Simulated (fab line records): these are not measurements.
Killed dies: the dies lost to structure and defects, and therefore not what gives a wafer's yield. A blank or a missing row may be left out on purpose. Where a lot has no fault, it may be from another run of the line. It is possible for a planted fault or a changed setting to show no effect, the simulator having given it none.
fab line records ; flow sky130
record lots=13; wafers=39; lastDay=50
route steps=708 shown FIELD_ISO@5 SONOS_ONO@171 LDD_LDN@293 LI_CONTACT@375
lots untouched by any fault: they come from a run of this same line in which no faults occurred
startH: start of the lot's first displayed wafer, in hours after the record's first day ; waitH: hours from the lot's prior step to this one ; " identical to the entry in the row above ; L1.1+2: several wafers, shown together as one row ; - value missing, or start not given ; * or withheld: withheld ; < > ~ a bound
route shown NAME@n: a module of which the file shows steps, and the number in the route of the first ; usual: mean and standard deviation over wafers with no fault ; same: alike in all rows ; chamber/n: place in a boat ; sites: per-site readings ; _std_site: the values' standard deviation ; _edge_site: outer sites' mean less inner sites' ; radiusMm: for every site, how far away it sits from the centre of the wafer ; mask NAME#n: copy n ; behind: the most recent tool/chamber to have shaped the wafer ; hold: the reason the lot was held/the length of the hold in hours/how it ended ; device: the n, p or np transistor that did not switch ; end of line: tests of these same wafers at the route's end ; a step with no rows: only its recipe ; killed: at the first sort, the dies lost to defects and structure; wafer yield is something else ; map: a wafer's dies, x killed, . not, _ none there
set.NAME: the setting the step ran with; set.NAME@STEP: the setting that earlier step ran with ; model.NAME: the simulator's own value behind a step, which no gauge read
route steps across a sampled set of lots; one table per step, one row per wafer
services: a tool's chamber out of use, with start hour (startH, from the record's first day; less than 0 if before it), hours out, and reason
## steps
# step SKY_FIELD_ISO_THK_MEAS_04
# recipe reads=Si3N4_of_FIELD_ISO_CVD_03
# usual FIELD_ISO_CVD_03_THK=165.0/1.6
lot.wafer;tool;chamber;startH;waitH;FIELD_ISO_CVD_03_THK[nm]
L879.2;filmMetro-02;-;18.49;0.0;164.8
L879.4;filmMetro-02;-;18.49;0.0;164.6
L879.5;filmMetro-02;-;18.49;0.0;164.6
L881.1;filmMetro-02;-;28.97;0.0;162.7
L881.4;filmMetro-02;-;28.97;0.0;163.8
L881.6;filmMetro-02;-;28.97;0.0;164.1
L882.1;filmMetro-02;-;34.41;0.0;165.9
L882.3;filmMetro-02;-;34.41;0.0;167.2
L882.4;filmMetro-02;-;34.41;0.0;165.6
L884.2;filmMetro-01;-;44.75;0.0;165.9
L884.3;filmMetro-01;-;44.75;0.0;166.0
L884.5;filmMetro-01;-;44.75;0.0;166.3
L885.2;filmMetro-03;-;50.15;0.0;168.2
L885.4;filmMetro-03;-;50.15;0.0;166.6
L885.5;filmMetro-03;-;50.15;0.0;167.8
L886.3;filmMetro-01;-;53.50;0.0;165.7
L886.4;filmMetro-01;-;53.50;0.0;165.5
L886.6;filmMetro-01;-;53.50;0.0;165.3
L888.2;filmMetro-01;-;65.64;0.0;163.3
L888.3;filmMetro-01;-;65.64;0.0;163.7
L888.6;filmMetro-01;-;65.64;0.0;163.6
L891.2;filmMetro-03;-;79.18;0.0;162.4
L891.3;filmMetro-03;-;79.18;0.0;161.4
L891.6;filmMetro-03;-;79.18;0.0;162.6
L892.3;filmMetro-03;-;83.57;0.0;165.6
L892.5;filmMetro-03;-;83.57;0.0;164.8
L892.6;filmMetro-03;-;83.57;0.0;164.7
L894.1;filmMetro-02;-;96.92;0.0;163.2
L894.4;filmMetro-02;-;96.92;0.0;163.3
L894.5;filmMetro-02;-;96.92;0.0;164.7
L895.1;filmMetro-02;-;104.13;0.0;165.1
L895.2;filmMetro-02;-;104.13;0.0;164.2
L895.4;filmMetro-02;-;104.13;0.0;164.1
L900.1;filmMetro-01;-;123.48;0.0;166.9
L900.2;filmMetro-01;-;123.48;0.0;166.6
L900.3;filmMetro-01;-;123.48;0.0;166.2
L901.2;filmMetro-01;-;129.50;0.0;165.4
L901.5;filmMetro-01;-;129.50;0.0;164.7
L901.6;filmMetro-01;-;129.50;0.0;164.7
# step SKY_SONOS_ONO_THK_MEAS_03
# recipe reads=Si3N4_of_SONOS_ONO_CVD_02
# usual SONOS_ONO_CVD_02_THK=10.53/0.12
lot.wafer;tool;chamber;startH;waitH;SONOS_ONO_CVD_02_THK[nm]
L879.2;filmMetro-03;-;262.59;0.0;10.75
L879.4;filmMetro-03;-;262.59;0.0;10.46
L879.5;filmMetro-03;-;262.59;0.0;10.75
L881.1;filmMetro-01;-;278.64;0.0;10.52
L881.4;filmMetro-01;-;278.64;0.0;10.42
L881.6;filmMetro-01;-;278.64;0.0;10.43
L882.1;filmMetro-01;-;285.75;0.0;10.57
L882.3;filmMetro-01;-;285.75;0.0;10.52
L882.4;filmMetro-01;-;285.75;0.0;10.54
L884.2;filmMetro-03;-;302.10;0.0;10.52
L884.3;filmMetro-03;-;302.10;0.0;10.63
L884.5;filmMetro-03;-;302.10;0.0;10.49
L885.2;filmMetro-03;-;312.21;0.0;10.71
L885.4;filmMetro-03;-;312.21;0.0;10.74
L885.5;filmMetro-03;-;312.21;0.0;10.72
L886.3;filmMetro-02;-;316.58;0.0;10.71
L886.4;filmMetro-02;-;316.58;0.0;10.60
L886.6;filmMetro-02;-;316.58;0.0;10.53
L888.2;filmMetro-03;-;338.56;0.0;10.38
L888.3;filmMetro-03;-;338.56;0.0;10.25
L888.6;filmMetro-03;-;338.56;0.0;10.38
L891.2;filmMetro-02;-;355.17;0.0;10.42
L891.3;filmMetro-02;-;355.17;0.0;10.60
L891.6;filmMetro-02;-;355.17;0.0;10.53
L892.3;filmMetro-03;-;360.63;0.0;10.41
L892.5;filmMetro-03;-;360.63;0.0;10.29
L892.6;filmMetro-03;-;360.63;0.0;10.41
L894.1;filmMetro-01;-;378.63;0.0;10.57
L894.4;filmMetro-01;-;378.63;0.0;10.76
L894.5;filmMetro-01;-;378.63;0.0;10.57
L895.1;filmMetro-03;-;397.96;0.0;10.48
L895.2;filmMetro-03;-;397.96;0.0;10.58
L895.4;filmMetro-03;-;397.96;0.0;10.53
L900.1;filmMetro-03;-;425.97;0.0;10.55
L900.2;filmMetro-03;-;425.97;0.0;10.47
L900.3;filmMetro-03;-;425.97;0.0;10.51
L901.2;filmMetro-01;-;431.08;0.0;10.61
L901.5;filmMetro-01;-;431.08;0.0;10.67
L901.6;filmMetro-01;-;431.08;0.0;10.47
# step SKY_LDD_LDN_EXPOSE_04
# recipe maskId=LDNTM; na=0.6; sourceShape=conventional; sigmaOuter=0.6; polarization=unpolarized; targetCdNm=700; doseMj=140
# usual exposureDoseMJCm2=139.99/0.14; reticleTempC=22.98/0.095
lot.wafer;tool;chamber;startH;waitH;mask;exposureDoseMJCm2;reticleTempC
L879.2;ilineStepper-01;0;518.35;-;LDNTM#0;140.02;23.08
L879.4;ilineStepper-01;0;518.35;-;LDNTM#0;139.81;22.89
L879.5;ilineStepper-01;0;518.35;-;LDNTM#0;139.72;22.96
L881.1;ilineStepper-02;0;534.94;-;LDNTM#0;140.13;22.84
L881.4;ilineStepper-02;0;534.94;-;LDNTM#0;140.00;22.92
L881.6;ilineStepper-02;0;534.94;-;LDNTM#0;139.94;23.11
L882.1;ilineStepper-02;0;548.95;-;LDNTM#0;140.12;22.96
L882.3;ilineStepper-02;0;548.95;-;LDNTM#0;139.95;22.94
L882.4;ilineStepper-02;0;548.95;-;LDNTM#0;139.91;23.14
L884.2;ilineStepper-01;0;561.16;-;LDNTM#0;140.00;23.04
L884.3;ilineStepper-01;0;561.16;-;LDNTM#0;140.14;23.11
L884.5;ilineStepper-01;0;561.16;-;LDNTM#0;139.95;22.95
L885.2;ilineStepper-01;0;580.71;-;LDNTM#0;140.32;22.87
L885.4;ilineStepper-01;0;580.71;-;LDNTM#0;140.16;22.99
L885.5;ilineStepper-01;0;580.71;-;LDNTM#0;140.15;23.07
L886.3;ilineStepper-01;0;581.98;-;LDNTM#0;139.93;23.07
L886.4;ilineStepper-01;0;581.98;-;LDNTM#0;139.90;22.96
L886.6;ilineStepper-01;0;581.98;-;LDNTM#0;139.89;22.92
L888.2;ilineStepper-01;0;606.99;-;LDNTM#0;140.09;22.99
L888.3;ilineStepper-01;0;606.99;-;LDNTM#0;139.67;22.88
L888.6;ilineStepper-01;0;606.99;-;LDNTM#0;140.06;23.04
L891.2;ilineStepper-02;0;622.71;-;LDNTM#0;139.81;23.06
L891.3;ilineStepper-02;0;622.71;-;LDNTM#0;140.00;23.10
L891.6;ilineStepper-02;0;622.71;-;LDNTM#0;139.97;22.97
L892.3;ilineStepper-01;0;626.21;-;LDNTM_R1#0;139.78;23.24
L892.5;ilineStepper-01;0;626.21;-;LDNTM_R1#0;139.87;22.90
L892.6;ilineStepper-01;0;626.21;-;LDNTM_R1#0;139.75;22.89
L894.1;ilineStepper-02;0;647.63;-;LDNTM#0;140.00;22.85
L894.4;ilineStepper-02;0;647.63;-;LDNTM#0;139.92;22.80
L894.5;ilineStepper-02;0;647.63;-;LDNTM#0;139.91;22.97
L895.1;ilineStepper-02;0;665.20;-;LDNTM#0;140.26;22.94
L895.2;ilineStepper-02;0;665.20;-;LDNTM#0;140.13;22.98
L895.4;ilineStepper-02;0;665.20;-;LDNTM#0;140.15;23.08
L900.1;ilineStepper-01;0;686.89;-;LDNTM#0;140.09;22.84
L900.2;ilineStepper-01;0;686.89;-;LDNTM#0;140.04;22.90
L900.3;ilineStepper-01;0;686.89;-;LDNTM#0;140.03;22.85
L901.2;ilineStepper-01;0;694.02;-;LDNTM#0;139.85;23.03
L901.5;ilineStepper-01;0;694.02;-;LDNTM#0;139.77;23.01
L901.6;ilineStepper-01;0;694.02;-;LDNTM#0;139.99;22.99
# step SKY_LI_CONTACT_OVL_MEAS_13
# usual LI_CONTACT_OVL=-2/5.2
lot.wafer;tool;chamber;startH;waitH;LI_CONTACT_OVL[nm]
L879.2;overlay-01;-;683.93;0.1;-3
L879.4;overlay-01;-;683.93;0.1;1
L879.5;overlay-01;-;683.93;0.1;1
L881.1;overlay-01;-;698.27;0.1;-14
L881.4;overlay-01;-;698.27;0.1;-3
L881.6;overlay-01;-;698.27;0.1;-2
L882.1;overlay-01;-;710.96;0.1;-7
L882.3;overlay-01;-;710.96;0.1;-9
L882.4;overlay-01;-;710.96;0.1;-9
L884.2;overlay-01;-;722.57;0.1;7
L884.3;overlay-01;-;722.57;0.1;5
L884.5;overlay-01;-;722.57;0.1;5
L885.2;overlay-01;-;740.72;0.1;-1
L885.4;overlay-01;-;740.72;0.1;0
L885.5;overlay-01;-;740.72;0.1;-3
L886.3;overlay-01;-;742.76;0.1;-6
L886.4;overlay-01;-;742.76;0.1;0
L886.6;overlay-01;-;742.76;0.1;-1
L888.2;overlay-01;-;765.57;0.1;-3
L888.3;overlay-01;-;765.57;0.1;-6
L888.6;overlay-01;-;765.57;0.1;-1
L891.2;overlay-02;-;778.10;0.1;-5
L891.3;overlay-02;-;778.10;0.1;-3
L891.6;overlay-02;-;778.10;0.1;-1
L892.3;overlay-02;-;783.16;0.1;-6
L892.5;overlay-02;-;783.16;0.1;-2
L892.6;overlay-02;-;783.16;0.1;6
L894.1;overlay-02;-;800.75;0.1;1
L894.4;overlay-02;-;800.75;0.1;2
L894.5;overlay-02;-;800.75;0.1;-4
L895.1;overlay-02;-;818.17;0.1;0
L895.2;overlay-02;-;818.17;0.1;-3
L895.4;overlay-02;-;818.17;0.1;-4
L900.1;overlay-01;-;837.44;0.1;0
L900.2;overlay-01;-;837.44;0.1;-1
L900.3;overlay-01;-;837.44;0.1;4
L901.2;overlay-02;-;844.85;0.1;-2
L901.5;overlay-02;-;844.85;0.1;6
L901.6;overlay-02;-;844.85;0.1;2
## services
tool;chamber;startH;hours;kind
ilineStepper-01;-;506.53;1.7;pm
ilineStepper-02;-;605.23;1.7;pm
ilineStepper-02;-;686.16;6.8;repair
ilineStepper-01;0;690.79;-;calibration
## key
firstSign step=SKY_LDD_LDN_EXPOSE_04; reading=mask; direction=changed
effect none on later readings
metAt SKY_LDD_LDN_EXPOSE_04
struckLots L892
sortLeftOut L892.3,L892.5,L892.6
testerLeftOut L892
notActingAt SKY_FIELD_ISO_THK_MEAS_04,SKY_SONOS_ONO_THK_MEAS_03,SKY_LI_CONTACT_OVL_MEAS_13
onsetBetween 606.99 626.21
fault kind=wrongMask; tool=any; chamber=-; onsetH=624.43; steps=SKY_LDD_LDN_EXPOSE_04; auxCopy=LDNTM_R1#0; cdOffsetNm=105; scope=struckLotsOnly
# testerLeftOut: of these lots the tester's yield and bins aren't shown, on N5 and GAA mostly nor the transistor test; their killed dies are dies lost to structure and defects alone, not to doping, threshold or leakage, so they don't give the yield
# sortLeftOut: the simulated sort isn't trusted on such a fault, so these wafers' sort isn't shown, and their yield isn't known
